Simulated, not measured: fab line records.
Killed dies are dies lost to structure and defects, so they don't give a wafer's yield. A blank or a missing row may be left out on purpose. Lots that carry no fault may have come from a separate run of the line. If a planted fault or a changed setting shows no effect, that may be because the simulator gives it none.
fab line records -- flow gf180mcu
record: lots: 15, wafers: 45, last-day: 34
route steps=602 shown STI@1 NWELL@51 VT_IMPLANT@99
lots with no fault: from the same line, run without faults
start-h: the number of hours between the record's first day and the start of the first shown wafer of the lot -- wait-h: hours since the lot's step before -- " same as the row above -- L1.1+2: several wafers, shown together as one row -- - value missing, or start not given -- * or withheld: withheld -- < > ~ a bound
route shown NAME@n: a module of which the file shows steps, and the number in the route of the first -- usual: average and standard deviation across the fault-free wafers -- same: alike in all rows -- chamber/n: place in a boat -- sites: readings site by site -- _std_site: the values' standard deviation -- _edge_site: mean of outer sites minus mean of inner sites -- radius-mm: how far each site lies from the wafer's centre -- mask NAME#n: copy n -- behind: the most recent tool/chamber to have shaped the wafer -- hold: what put the lot on hold/how long, in hours/how the hold closed -- device: the transistor (n, p or np) that didn't switch -- end of line: the same wafers' tests at the end of the route -- a step given without rows: its recipe and nothing more -- killed: dies lost to structure and defects at the first sort, not the wafer's yield -- map: a wafer's dies, x killed, . not, _ none there
set.NAME: the setting as run; set.NAME@STEP: as run at that earlier step -- model.NAME: the simulator's own value behind a step, which no gauge read
one table for each step of the route and one row for each wafer, over a sample of lots
services: when a tool's chamber went out of use (start-h, in hours from the record's first day, below 0 if earlier), for how many hours, and the reason
== steps ==
step: GF_STI_BOW_MEAS_00
recipe: mode: bow
usual: INCOMING_BOW: 0/6.4
lot.wafer,tool,chamber,start-h,wait-h,INCOMING_BOW[um]
L262.3,film-metro-02,-,10.04,-,-6
L262.4,film-metro-02,-,10.04,-,1
L262.5,film-metro-02,-,10.04,-,0
L265.2,film-metro-01,-,25.02,-,0
L265.3,film-metro-01,-,25.02,-,2
L265.5,film-metro-01,-,25.02,-,3
L266.3,film-metro-02,-,30.04,-,0
L266.4,film-metro-02,-,30.04,-,-1
L266.5,film-metro-02,-,30.04,-,0
L267.2,film-metro-02,-,35.02,-,3
L267.5,film-metro-02,-,35.02,-,-8
L267.6,film-metro-02,-,35.02,-,-6
L268.2,film-metro-04,-,40.02,-,8
L268.3,film-metro-04,-,40.02,-,4
L268.6,film-metro-04,-,40.02,-,-5
L269.2,film-metro-01,-,45.02,-,-12
L269.3,film-metro-01,-,45.02,-,-2
L269.6,film-metro-01,-,45.02,-,-3
L270.2,film-metro-02,-,50.02,-,6
L270.5,film-metro-02,-,50.02,-,-2
L270.6,film-metro-02,-,50.02,-,2
L272.1,film-metro-02,-,60.00,-,1
L272.2,film-metro-02,-,60.00,-,3
L272.3,film-metro-02,-,60.00,-,-10
L273.1,film-metro-01,-,65.00,-,-1
L273.2,film-metro-01,-,65.00,-,2
L273.5,film-metro-01,-,65.00,-,5
L274.2,film-metro-04,-,70.02,-,11
L274.5,film-metro-04,-,70.02,-,4
L274.6,film-metro-04,-,70.02,-,5
L279.1,film-metro-01,-,95.00,-,-6
L279.5,film-metro-01,-,95.00,-,2
L279.6,film-metro-01,-,95.00,-,-12
L280.2,film-metro-02,-,100.02,-,-14
L280.4,film-metro-02,-,100.02,-,-2
L280.6,film-metro-02,-,100.02,-,1
L281.1,film-metro-04,-,105.00,-,0
L281.2,film-metro-04,-,105.00,-,3
L281.6,film-metro-04,-,105.00,-,-2
L282.1,film-metro-02,-,110.00,-,-12
L282.4,film-metro-02,-,110.00,-,7
L282.5,film-metro-02,-,110.00,-,-3
L283.2,film-metro-01,-,115.02,-,6
L283.3,film-metro-01,-,115.02,-,-1
L283.4,film-metro-01,-,115.02,-,1
step: GF_STI_CD_MEAS_12
recipe: target-cd-nm: 220
usual: cd-nm: 220.2/1.1
lot.wafer,tool,chamber,start-h,wait-h,cd-nm
L262.3,cd-sem-02,-,25.96,0.1,220.9
L262.4,cd-sem-02,-,25.96,0.1,220.9
L262.5,cd-sem-02,-,25.96,0.1,219.6
L265.2,cd-sem-01,-,42.49,0.1,217.5
L265.3,cd-sem-01,-,42.49,0.1,218.6
L265.5,cd-sem-01,-,42.49,0.1,218.9
L266.3,cd-sem-02,-,46.72,0.1,221.1
L266.4,cd-sem-02,-,46.72,0.1,221.0
L266.5,cd-sem-02,-,46.72,0.1,221.0
L267.2,cd-sem-01,-,53.01,0.1,220.7
L267.5,cd-sem-01,-,53.01,0.1,220.1
L267.6,cd-sem-01,-,53.01,0.1,220.4
L268.2,cd-sem-01,-,56.56,0.1,218.0
L268.3,cd-sem-01,-,56.56,0.1,218.0
L268.6,cd-sem-01,-,56.56,0.1,219.6
L269.2,cd-sem-01,-,61.94,0.1,220.4
L269.3,cd-sem-01,-,61.94,0.1,220.6
L269.6,cd-sem-01,-,61.94,0.1,221.2
L270.2,cd-sem-01,-,66.29,0.1,219.5
L270.5,cd-sem-01,-,66.29,0.1,219.6
L270.6,cd-sem-01,-,66.29,0.1,219.6
L272.1,cd-sem-01,-,77.52,0.1,219.2
L272.2,cd-sem-01,-,77.52,0.1,218.9
L272.3,cd-sem-01,-,77.52,0.1,219.5
L273.1,cd-sem-02,-,82.09,0.1,220.7
L273.2,cd-sem-02,-,82.09,0.1,219.9
L273.5,cd-sem-02,-,82.09,0.1,219.3
L274.2,cd-sem-01,-,87.39,0.1,220.0
L274.5,cd-sem-01,-,87.39,0.1,219.7
L274.6,cd-sem-01,-,87.39,0.1,220.2
L279.1,cd-sem-01,-,113.04,0.1,221.1
L279.5,cd-sem-01,-,113.04,0.1,221.2
L279.6,cd-sem-01,-,113.04,0.1,221.0
L280.2,cd-sem-02,-,118.31,0.1,221.0
L280.4,cd-sem-02,-,118.31,0.1,220.4
L280.6,cd-sem-02,-,118.31,0.1,221.0
L281.1,cd-sem-02,-,124.18,0.1,220.3
L281.2,cd-sem-02,-,124.18,0.1,219.7
L281.6,cd-sem-02,-,124.18,0.1,221.2
L282.1,cd-sem-01,-,128.27,0.1,220.5
L282.4,cd-sem-01,-,128.27,0.1,220.4
L282.5,cd-sem-01,-,128.27,0.1,220.3
L283.2,cd-sem-02,-,133.50,0.1,219.4
L283.3,cd-sem-02,-,133.50,0.1,218.6
L283.4,cd-sem-02,-,133.50,0.1,218.9
step: GF_NWELL_IMPLANT_09
recipe: species: P, energy-kev: 160, dose-cm2: 4e+12, tilt-deg: 0
usual: beam-energy-keV: 159.99/0.053, beam-on-s: 10.00/0.2, dose-ions-cm2: 4e+12/4.1e+09
lot.wafer,tool,chamber,start-h,wait-h,beam-energy-keV,beam-on-s,dose-ions-cm2
L262.3,implanter-02,0,56.11,0.1,159.97,10.09,3.999e+12
L262.4,implanter-02,0,56.11,0.1,159.99,9.99,3.999e+12
L262.5,implanter-02,0,56.11,0.1,160.00,9.56,3.999e+12
L265.2,implanter-03,0,74.74,0.1,159.87,10.22,4.002e+12
L265.3,implanter-03,0,74.74,0.1,159.85,9.80,4.008e+12
L265.5,implanter-03,0,74.74,0.1,159.89,10.40,4.008e+12
L266.3,implanter-01,0,78.96,0.1,160.01,10.24,3.995e+12
L266.4,implanter-01,0,78.96,0.1,160.00,9.85,4.002e+12
L266.5,implanter-01,0,78.96,0.1,160.04,9.85,4.004e+12
L267.2,implanter-02,0,89.83,0.1,159.93,10.10,4e+12
L267.5,implanter-02,0,89.83,0.1,159.98,10.40,4e+12
L267.6,implanter-02,0,89.83,0.1,159.96,9.73,4.01e+12
L268.2,implanter-03,0,91.38,0.1,159.93,10.09,4.001e+12
L268.3,implanter-03,0,91.38,0.1,159.94,10.05,4.003e+12
L268.6,implanter-03,0,91.38,0.1,160.01,9.90,4e+12
L269.2,implanter-03,0,94.99,0.1,159.99,10.16,3.993e+12
L269.3,implanter-03,0,94.99,0.1,160.03,10.13,4.004e+12
L269.6,implanter-03,0,94.99,0.1,160.00,10.27,4.003e+12
L270.2,implanter-02,0,99.59,0.1,160.04,9.89,3.999e+12
L270.5,implanter-02,0,99.59,0.1,160.08,9.97,4.001e+12
L270.6,implanter-02,0,99.59,0.1,159.99,10.12,3.995e+12
L272.1,implanter-01,-,112.01,0.1,-,-,-
L272.2,implanter-01,-,112.01,0.1,-,-,-
L272.3,implanter-01,-,112.01,0.1,-,-,-
L273.1,implanter-03,-,116.21,0.1,-,-,-
L273.2,implanter-03,-,116.21,0.1,-,-,-
L273.5,implanter-03,-,116.21,0.1,-,-,-
L274.2,implanter-03,-,121.39,0.1,-,-,-
L274.5,implanter-03,-,121.39,0.1,-,-,-
L274.6,implanter-03,-,121.39,0.1,-,-,-
L279.1,implanter-01,0,148.15,0.1,160.02,10.18,3.999e+12
L279.5,implanter-01,0,148.15,0.1,159.94,10.09,4.004e+12
L279.6,implanter-01,0,148.15,0.1,160.01,10.47,4.011e+12
L280.2,implanter-03,0,154.88,0.1,160.09,10.16,3.997e+12
L280.4,implanter-03,0,154.88,0.1,160.03,10.04,4e+12
L280.6,implanter-03,0,154.88,0.1,160.02,10.06,4e+12
L281.1,implanter-03,0,162.01,0.1,160.02,10.51,3.999e+12
L281.2,implanter-03,0,162.01,0.1,159.98,10.09,4.001e+12
L281.6,implanter-03,0,162.01,0.1,159.96,9.94,3.998e+12
L282.1,implanter-03,0,164.45,0.1,159.93,10.06,3.992e+12
L282.4,implanter-03,0,164.45,0.1,159.98,10.19,3.993e+12
L282.5,implanter-03,0,164.45,0.1,159.91,9.96,3.994e+12
L283.2,implanter-03,0,171.03,0.1,159.93,9.85,3.999e+12
L283.3,implanter-03,0,171.03,0.1,159.97,10.23,4.007e+12
L283.4,implanter-03,0,171.03,0.1,159.93,10.15,3.996e+12
step: GF_NWELL_TW_MEAS_11
usual: NWELL_TW: 1580/11
lot.wafer,tool,chamber,start-h,wait-h,hold,NWELL_TW
L262.3,film-metro-04,-,56.33,0.1,-,1574
L262.4,film-metro-04,-,56.33,0.1,-,1574
L262.5,film-metro-04,-,56.33,0.1,-,1573
L265.2,film-metro-01,-,74.97,0.1,-,1574
L265.3,film-metro-01,-,74.97,0.1,-,1578
L265.5,film-metro-01,-,74.97,0.1,-,1578
L266.3,film-metro-03,-,79.18,0.1,-,1593
L266.4,film-metro-03,-,79.18,0.1,-,1596
L266.5,film-metro-03,-,79.18,0.1,-,1591
L267.2,film-metro-04,-,90.07,0.1,-,1572
L267.5,film-metro-04,-,90.07,0.1,-,1579
L267.6,film-metro-04,-,90.07,0.1,-,1573
L268.2,film-metro-03,-,91.62,0.1,-,1589
L268.3,film-metro-03,-,91.62,0.1,-,1597
L268.6,film-metro-03,-,91.62,0.1,-,1585
L269.2,film-metro-03,-,95.22,0.1,-,1591
L269.3,film-metro-03,-,95.22,0.1,-,1594
L269.6,film-metro-03,-,95.22,0.1,-,1597
L270.2,film-metro-01,-,99.82,0.1,-,1576
L270.5,film-metro-01,-,99.82,0.1,-,1575
L270.6,film-metro-01,-,99.82,0.1,-,1576
L272.1,film-metro-01,-,112.26,0.1,await-dispo/0.2h/release,1495
L272.2,film-metro-01,-,112.26,0.1,await-dispo/0.2h/release,1498
L272.3,film-metro-01,-,112.26,0.1,await-dispo/0.2h/release,1499
L272.1,film-metro-01,-,112.49,0.2,-,1503
L272.2,film-metro-01,-,112.49,0.2,-,1486
L272.3,film-metro-01,-,112.49,0.2,-,1487
L273.1,film-metro-03,-,116.46,0.1,await-dispo/0.2h/release,1510
L273.2,film-metro-03,-,116.46,0.1,await-dispo/0.2h/release,1514
L273.5,film-metro-03,-,116.46,0.1,await-dispo/0.2h/release,1517
L273.1,film-metro-03,-,116.69,0.2,-,1517
L273.2,film-metro-03,-,116.69,0.2,-,1515
L273.5,film-metro-03,-,116.69,0.2,-,1514
L274.2,film-metro-04,-,121.62,0.1,await-dispo/0.2h/release,1490
L274.5,film-metro-04,-,121.62,0.1,await-dispo/0.2h/release,1492
L274.6,film-metro-04,-,121.62,0.1,await-dispo/0.2h/release,1495
L274.2,film-metro-04,-,121.88,0.2,-,1504
L274.5,film-metro-04,-,121.88,0.2,-,1496
L274.6,film-metro-04,-,121.88,0.2,-,1489
L279.1,film-metro-01,-,148.40,0.1,-,1575
L279.5,film-metro-01,-,148.40,0.1,-,1570
L279.6,film-metro-01,-,148.40,0.1,-,1573
L280.2,film-metro-03,-,155.11,0.1,-,1594
L280.4,film-metro-03,-,155.11,0.1,-,1594
L280.6,film-metro-03,-,155.11,0.1,-,1593
L281.1,film-metro-01,-,162.26,0.1,-,1573
L281.2,film-metro-01,-,162.26,0.1,-,1570
L281.6,film-metro-01,-,162.26,0.1,-,1576
L282.1,film-metro-01,-,164.70,0.1,-,1573
L282.4,film-metro-01,-,164.70,0.1,-,1562
L282.5,film-metro-01,-,164.70,0.1,-,1569
L283.2,film-metro-03,-,171.26,0.1,-,1585
L283.3,film-metro-03,-,171.26,0.1,-,1590
L283.4,film-metro-03,-,171.26,0.1,-,1590
step: GF_VT_IMPLANT_STRIP_09
recipe: chemistry: O2/N2, power-w: 1400, pressure-mtorr: 1500, platen-temp-c: 250, o2-flow-sccm: 3000, n2-flow-sccm: 300, overash-fraction: 0.5
usual: drypump-motor-current-A: 5.9/0.43, heater-power-w: 303/28, oes-product-au: 0.716/0.004, strip-time-to-endpoint-s: 12.64/0.038
lot.wafer,tool,chamber,start-h,wait-h,drypump-motor-current-A,heater-power-w,oes-product-au,rf-hours-counter-h,strip-time-to-endpoint-s
L262.3,plasma-asher-03,1,111.09,0.1,5.6,310,0.714,-,12.60
L262.4,plasma-asher-03,0,111.09,0.1,5.6,272,0.716,-,12.55
L262.5,plasma-asher-03,0,111.09,0.1,5.6,275,0.720,-,12.59
L265.2,plasma-asher-04,1,131.85,0.1,5.5,287,0.710,1,12.67
L265.3,plasma-asher-04,0,131.85,0.1,5.5,319,0.715,-,12.64
L265.5,plasma-asher-04,1,131.85,0.1,5.5,284,0.722,-,12.68
L266.3,plasma-asher-03,0,139.09,0.1,5.6,280,0.710,-,12.61
L266.4,plasma-asher-03,1,139.09,0.1,5.6,294,0.719,-,12.60
L266.5,plasma-asher-03,1,139.09,0.1,5.6,305,0.714,-,12.64
L267.2,plasma-asher-04,0,149.31,0.1,5.5,319,0.712,3,12.66
L267.5,plasma-asher-04,1,149.31,0.1,5.6,293,0.714,-,12.63
L267.6,plasma-asher-04,0,149.31,0.1,5.5,323,0.714,-,12.66
L268.2,plasma-asher-02,0,152.10,0.1,6.3,365,0.716,37,12.55
L268.3,plasma-asher-02,0,152.10,0.1,6.3,352,0.716,-,12.59
L268.6,plasma-asher-02,0,152.10,0.1,6.3,356,0.713,-,12.61
L269.2,plasma-asher-03,0,156.06,0.1,5.6,279,0.719,50,12.60
L269.3,plasma-asher-03,0,156.06,0.1,5.6,272,0.719,-,12.59
L269.6,plasma-asher-03,1,156.06,0.1,5.6,301,0.713,-,12.61
L270.2,plasma-asher-04,1,163.15,0.1,5.6,289,0.717,4,12.69
L270.5,plasma-asher-04,1,163.15,0.1,5.5,288,0.723,-,12.66
L270.6,plasma-asher-04,0,163.15,0.1,5.5,308,0.714,-,12.66
L272.1,plasma-asher-04,0,174.76,0.1,5.4,317,0.721,6,12.66
L272.2,plasma-asher-04,1,174.76,0.1,5.6,279,0.714,6,12.67
L272.3,plasma-asher-04,1,174.76,0.1,5.5,283,0.710,-,12.68
L273.1,plasma-asher-04,0,180.76,0.1,5.5,314,0.722,6,12.64
L273.2,plasma-asher-04,1,180.76,0.1,5.6,281,0.719,6,12.66
L273.5,plasma-asher-04,0,180.76,0.1,5.5,314,0.721,-,12.65
L274.2,plasma-asher-03,1,185.26,0.1,5.6,303,0.709,53,12.62
L274.5,plasma-asher-03,1,185.26,0.1,5.6,303,0.717,-,12.65
L274.6,plasma-asher-03,0,185.26,0.1,5.6,271,0.721,-,12.60
L279.1,plasma-asher-02,0,216.71,0.1,6.3,360,0.712,44,12.64
L279.5,plasma-asher-02,0,216.71,0.1,6.3,364,0.715,-,12.64
L279.6,plasma-asher-02,1,216.71,0.1,6.6,282,0.728,-,12.62
L280.2,plasma-asher-04,1,225.46,0.1,5.5,283,0.717,11,12.72
L280.4,plasma-asher-04,1,225.46,0.1,5.6,289,0.724,-,12.72
L280.6,plasma-asher-04,0,225.46,0.1,5.5,320,0.717,-,12.75
L281.1,plasma-asher-04,0,232.80,0.1,5.5,324,0.723,11,12.69
L281.2,plasma-asher-04,1,232.80,0.1,5.6,287,0.718,11,12.66
L281.6,plasma-asher-04,0,232.80,0.1,5.5,324,0.720,-,12.71
L282.1,plasma-asher-04,1,236.96,0.1,5.6,288,0.719,12,12.63
L282.4,plasma-asher-04,1,236.96,0.1,5.6,284,0.718,-,12.68
L282.5,plasma-asher-04,1,236.96,0.1,5.6,285,0.717,-,12.65
L283.2,plasma-asher-03,1,243.10,0.1,5.6,302,0.715,59,12.63
L283.3,plasma-asher-03,1,243.10,0.1,5.6,293,0.712,-,12.63
L283.4,plasma-asher-03,0,243.10,0.1,5.6,283,0.722,-,12.63
== services ==
tool,chamber,start-h,hours,kind
plasma-asher-03,-,42.35,0.8,repair
plasma-asher-03,-,50.26,0.8,repair
implanter-03,-,50.53,1.7,repair
implanter-03,-,81.92,5.0,pm
plasma-asher-02,-,84.97,2.8,pm
plasma-asher-04,-,108.75,9.0,pm
plasma-asher-04,0,108.75,9.0,vent-cycle
plasma-asher-04,1,108.75,9.0,vent-cycle
plasma-asher-02,-,114.58,1.0,repair
plasma-asher-04,0,117.75,-,clean
plasma-asher-04,1,117.75,-,clean
implanter-01,-,123.72,1.8,repair
implanter-02,-,212.87,3.4,pm
implanter-03,-,215.91,20.1,pm
plasma-asher-03,-,231.27,2.1,repair
implanter-03,-,238.38,6.7,repair
== key ==
first-sign: step: GF_NWELL_IMPLANT_09, reading: tool-record, direction: missing
effect: step: GF_NWELL_TW_MEAS_11, reading: visit, direction: added
effect: step: GF_NWELL_TW_MEAS_11, reading: NWELL_TW, direction: down, sigmas: 7, usual: 1580, struck: 1501
met-at GF_NWELL_IMPLANT_09
struck-lots L272,L273,L274
later-rows-left-out L272.1,L272.2,L272.3,L273.1,L273.2,L273.5,L274.2,L274.5,L274.6
sort-left-out L272.1,L272.2,L272.3,L273.1,L273.2,L273.5,L274.2,L274.5,L274.6
tester-left-out L272,L273,L274
not-acting-at GF_STI_BOW_MEAS_00,GF_STI_CD_MEAS_12,GF_VT_IMPLANT_STRIP_09
onset-between 94.99 112.01
fault: kind: skipped-step-whole, tool: implanter-01,implanter-03, chamber: -, onset-h: 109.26, steps: GF_NWELL_IMPLANT_09, scope: struck-lots-only
tester-left-out: of these lots the tester's yield and bins aren't shown, on N5 and GAA mostly nor the transistor test; their killed dies are dies lost to structure and defects alone, not to doping, threshold or leakage, so they don't give the yield
sort-left-out: the simulated sort isn't trusted on such a fault, so these wafers' sort isn't shown, and their yield isn't known
later-rows-left-out: the simulator's readings of these wafers behind a module that went badly wrong aren't trusted and aren't shown, but for the sort
